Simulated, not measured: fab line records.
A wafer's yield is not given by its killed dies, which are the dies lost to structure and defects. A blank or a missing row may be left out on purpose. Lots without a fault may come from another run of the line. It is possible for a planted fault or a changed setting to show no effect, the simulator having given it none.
What tool caused it? ; flow gf180mcu ; route of 602 steps, sampled at 1 step: 6 lots, 17 wafers

WHAT EACH GAUGE READ, for each wafer
GF_M4_THK_MEAS_06: measures by xrf.
lot;measured;on;M4_ALCU_THK (nm)
L294;day 23 23:13;film metro-01;454 460 460
L296;day 24 18:17;film metro-04;462 469 473
L298;day 25 17:14;film metro-03;468 461 464
L301;day 26 15:33;film metro-01;458 454 451
L305;day 27 16:27;film metro-04;454 451 453
L311;day 29 08:40;film metro-04;455 462

WHAT TOOL EACH LOT RAN ON (gives the tool, then ch and the chambers of the sampled wafers, and finally the start)
Record: no process step prior to these readings.

THE ANSWER, worked out from the rows above alone
Rule: the lots themselves supply what counts as usual. The widest of any qualifying gaps counts: lots, ordered by their means at a reading, are off when they make up no more than a third of the lots, leave a main group of 4 or more, and stand apart from it by 3 or more times the standard deviation of that group's means. A main group is skipped when, at the precision printed for the reading in the tables above, its means are all equal. A lot without any number at a reading at which 4 lots or more have one is off too. All remaining lots with rows at the step are treated as sound.
Across all readings shown, no lot is off: no conclusion can be drawn from this.

WHAT HAD BEEN PUT IN BY THE SIMULATOR
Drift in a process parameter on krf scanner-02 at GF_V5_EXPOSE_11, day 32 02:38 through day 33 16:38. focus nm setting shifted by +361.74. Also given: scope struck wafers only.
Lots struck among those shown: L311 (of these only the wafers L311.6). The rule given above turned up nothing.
